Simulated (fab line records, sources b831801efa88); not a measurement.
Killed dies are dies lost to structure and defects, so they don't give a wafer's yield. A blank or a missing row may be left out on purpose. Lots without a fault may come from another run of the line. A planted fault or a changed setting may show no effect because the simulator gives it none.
Which tool did it? | flow sky130 | 11 lots, 33 wafers sampled, at 5 steps of a route of 708

WHAT THE GAUGES READ, wafer by wafer
SKY_LDD_N_OVL_MEAS_07. Usual: LDD_N_OVL 0.8 nm, standard deviation 1.2.
lot  | measured     | on         | LDD_N_OVL (nm) | flag
L224 | day 19 13:31 | overlay-01 | 0.2 -0.4 -0.3  |
L225 | day 19 13:12 | overlay-02 | 1.9 1.4 1.4    |
L226 | day 19 18:45 | overlay-01 | 1.9 1.3 -0.1   |
L227 | day 20 04:49 | overlay-01 | 0.9 -0.1 0.3   |
L228 | day 20 21:33 | overlay-01 | 0.0 -0.9 0.3   |
L229 | day 21 03:12 | overlay-01 | 1.0 2.2 2.9    |
L230 | day 21 06:01 | overlay-02 | 1.2 1.3 -0.3   |
L231 | day 21 11:45 | overlay-01 | -0.1 0.9 0.9   |
L238 | day 23 19:27 | overlay-01 | -1.5 -0.9 0.0  |
L240 | day 24 15:54 | overlay-02 | -0.3 0.1 0.9   |
L244 | day 26 11:49 | overlay-02 | 0.8 1.6 0.3    |

SKY_LDD_HVN_TW_MEAS_10. Usual: LDD_HVN_TW 1428, standard deviation 18.
lot  | measured     | on            | LDD_HVN_TW     | flag
L224 | day 22 04:59 | film_metro-04 | 1405 1397 1405 |
L225 | day 22 04:20 | film_metro-03 | 1428 1437 1436 |
L226 | day 22 10:30 | film_metro-03 | 1432 1441 1433 |
L227 | day 22 19:49 | film_metro-04 | 1404 1402 1406 |
L228 | day 23 12:13 | film_metro-01 | 1448 1444 1443 |
L229 | day 23 17:38 | film_metro-01 | 1433 1440 1443 |
L230 | day 23 20:01 | film_metro-03 | 1438 1431 1433 |
L231 | day 24 01:52 | film_metro-01 | 1428 1434 1439 |
L238 | day 26 09:07 | film_metro-03 | 1228 1224 1220 | OFF
L240 | day 27 04:02 | film_metro-01 | 1228 1219 1227 | OFF
L244 | day 28 21:59 | film_metro-04 | 1397 1397 1402 |

WHICH TOOL RAN EACH LOT (tool, then ch and the chambers of the sampled wafers, then the start)
lot  | SKY_POLY_GATE_ETCH_16              | SKY_POLY_GATE_STRIP_18               | SKY_LDD_HVN_IMPLANT_08
L224 | rie_diel-03 ch 1,2,3, day 18 02:10 | plasma_asher-02 ch 0,1, day 18 02:20 | implanter-04 ch 0, day 22 04:45
L225 | rie_diel-02 ch 0,1, day 18 02:32   | plasma_asher-01 ch 0,1, day 18 02:41 | implanter-03 ch 0, day 22 04:05
L226 | rie_diel-02 ch 1,2,3, day 18 09:46 | plasma_asher-01 ch 0,1, day 18 09:58 | implanter-03 ch 0, day 22 10:18
L227 | rie_diel-02 ch 0,2,3, day 18 18:35 | plasma_asher-03 ch 0,1, day 18 18:46 | implanter-03 ch 0, day 22 19:35
L228 | rie_diel-02 ch 0,1, day 19 11:37   | plasma_asher-02 ch 0, day 19 11:47   | implanter-02 ch 0, day 23 11:58
L229 | rie_diel-04 ch 0,2,3, day 19 16:37 | plasma_asher-01 ch 0,1, day 19 16:47 | implanter-03 ch 0, day 23 17:23
L230 | rie_diel-03 ch 1,2,3, day 19 21:16 | plasma_asher-01 ch 0,1, day 19 21:28 | implanter-02 ch 0, day 23 19:47
L231 | rie_diel-03 ch 0,3, day 20 02:10   | plasma_asher-01 ch 0,1, day 20 02:20 | implanter-03 ch 0, day 24 01:37
L238 | rie_diel-04 ch 0,1,3, day 22 11:32 | plasma_asher-03 ch 0,1, day 22 11:41 | implanter-03 ch 0, day 26 08:52
L240 | rie_diel-02 ch 0,1,2, day 23 05:32 | plasma_asher-01 ch 0,1, day 23 05:41 | implanter-03 ch 0, day 27 03:47
L244 | rie_diel-02 ch 1,2,3, day 25 04:17 | plasma_asher-01 ch 0, day 25 04:26   | implanter-02 ch 0, day 28 21:45
- SKY_POLY_GATE_ETCH_16: etches Si3N4 in CH3F/O2, stops on poly-Si, time 147.5 s, target depth 75 nm.
- SKY_POLY_GATE_STRIP_18: strips in O2/N2.
- SKY_LDD_HVN_IMPLANT_08

WHAT THE TOOLS THEMSELVES READ (means of the sampled wafers that have a number; where no wafer has one, the mark that the record gives instead)
SKY_POLY_GATE_ETCH_16. Usual: chamber_pressure_mTorr 24.998 mTorr, standard deviation 0.025; drypump_motor_current_A 5.9 A, standard deviation 0.38; oes_product_au 0.638 a.u., standard deviation 0.0048; throttle_valve_pct 10.535 %, standard deviation 0.0091.
lot  | tool        | chamber_pressure_mTorr (mTorr) | drypump_motor_current_A (A) | oes_product_au (a.u.) | throttle_valve_pct (%) | flag
L224 | rie_diel-03 | 24.998                         | 6.0                         | 0.641                 | 10.534                 |
L225 | rie_diel-02 | 24.981                         | 5.5                         | 0.644                 | 10.531                 |
L226 | rie_diel-02 | 24.981                         | 5.7                         | 0.635                 | 10.531                 |
L227 | rie_diel-02 | 24.994                         | 5.9                         | 0.638                 | 10.540                 |
L228 | rie_diel-02 | 25.003                         | 5.5                         | 0.638                 | 10.532                 |
L229 | rie_diel-04 | 25.012                         | 5.7                         | 0.632                 | 10.531                 |
L230 | rie_diel-03 | 24.988                         | 6.0                         | 0.638                 | 10.541                 |
L231 | rie_diel-03 | 24.996                         | 5.8                         | 0.632                 | 10.533                 |
L238 | rie_diel-04 | 24.986                         | 5.7                         | 0.642                 | 10.526                 |
L240 | rie_diel-02 | 24.998                         | 5.8                         | 0.637                 | 10.543                 |
L244 | rie_diel-02 | 24.986                         | 5.7                         | 0.641                 | 10.532                 |

SKY_POLY_GATE_STRIP_18. Usual: chamber_pressure_mTorr 1500.2 mTorr, standard deviation 1.4; drypump_motor_current_A 5.7 A, standard deviation 0.34; oes_product_au 0.361 a.u., standard deviation 0.0047; strip_time_to_endpoint_s 3.16 s, standard deviation 0.034.
lot  | tool            | chamber_pressure_mTorr (mTorr) | drypump_motor_current_A (A) | oes_product_au (a.u.) | strip_time_to_endpoint_s (s) | flag
L224 | plasma_asher-02 | 1499.4                         | 5.5                         | 0.355                 | 3.14                         |
L225 | plasma_asher-01 | 1498.6                         | 6.2                         | 0.356                 | 3.16                         |
L226 | plasma_asher-01 | 1499.5                         | 6.0                         | 0.363                 | 3.15                         |
L227 | plasma_asher-03 | 1499.5                         | 5.5                         | 0.369                 | 3.18                         |
L228 | plasma_asher-02 | 1499.7                         | 5.5                         | 0.361                 | 3.16                         |
L229 | plasma_asher-01 | 1500.3                         | 6.0                         | 0.360                 | 3.20                         |
L230 | plasma_asher-01 | 1501.6                         | 6.0                         | 0.357                 | 3.15                         |
L231 | plasma_asher-01 | 1499.4                         | 6.1                         | 0.362                 | 3.20                         |
L238 | plasma_asher-03 | 1498.9                         | 5.5                         | 0.361                 | 3.11                         |
L240 | plasma_asher-01 | 1501.3                         | 6.0                         | 0.364                 | 3.20                         |
L244 | plasma_asher-01 | 1499.3                         | 5.8                         | 0.363                 | 3.16                         |

SKY_LDD_HVN_IMPLANT_08. Usual: dose_ions_cm2 3e+13, standard deviation 3.4e+10; faraday_current_uA 169, standard deviation 3.3.
lot  | tool         | dose_ions_cm2 | faraday_current_uA | flag
L224 | implanter-04 | 3e+13         | 171                |
L225 | implanter-03 | 3e+13         | 167                |
L226 | implanter-03 | 3e+13         | 172                |
L227 | implanter-03 | 3e+13         | 169                |
L228 | implanter-02 | 3e+13         | 166                |
L229 | implanter-03 | 3e+13         | 170                |
L230 | implanter-02 | 3e+13         | 168                |
L231 | implanter-03 | 3e+13         | 169                |
L238 | implanter-03 | 2e+13         | 101                | OFF
L240 | implanter-03 | 2e+13         | 101                | OFF
L244 | implanter-02 | 3e+13         | 169                |

THE ANSWER, worked out from the rows above alone
Rule: a lot is off if the mean of its wafers that have a number lies more than 3 standard deviations from the usual mean. A lot without any number at a reading at which 4 lots or more have one is off too. The other lots that the step has rows for count as sound. The gauges are gone through in route order, then the tools' own readings, and for those a lot's mean is taken as printed above. The first step at which some lot is off is used, and at that step the reading that is off furthest; a lot without a number counts as furthest.
Off: L238, L240, at SKY_LDD_HVN_TW_MEAS_10 (LDD_HVN_TW).
A tool fits if, at a process step before that reading, it ran every lot that is off, and no sound lot after the first of them. The gauges at SKY_LDD_HVN_TW_MEAS_10 aren't tried: what is off there is off at SKY_LDD_HVN_IMPLANT_08 too, on other tools, and a gauge's error can't cause that. One fits: implanter-03 at SKY_LDD_HVN_IMPLANT_08. Its last sound lot is L231 (day 24 01:37), its first lot that is off L238 (day 26 08:52): a fault that began between those two fits.
The tool's own readings at SKY_LDD_HVN_IMPLANT_08 bear it out: on the lots that are off they differ by more than 5 times the standard deviation of the sound lots' means. dose_ions_cm2 reads 2e+13 there against 3e+13 on the sound lots; faraday_current_uA reads 101 there against 169 on the sound lots.

WHAT THE SIMULATOR HAD PUT IN
Process parameter drift: implanter-03, from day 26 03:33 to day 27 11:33, at SKY_LDD_HVN_IMPLANT_08. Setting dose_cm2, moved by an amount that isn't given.
Lots struck among those shown: L238, L240. The rule above found the same.
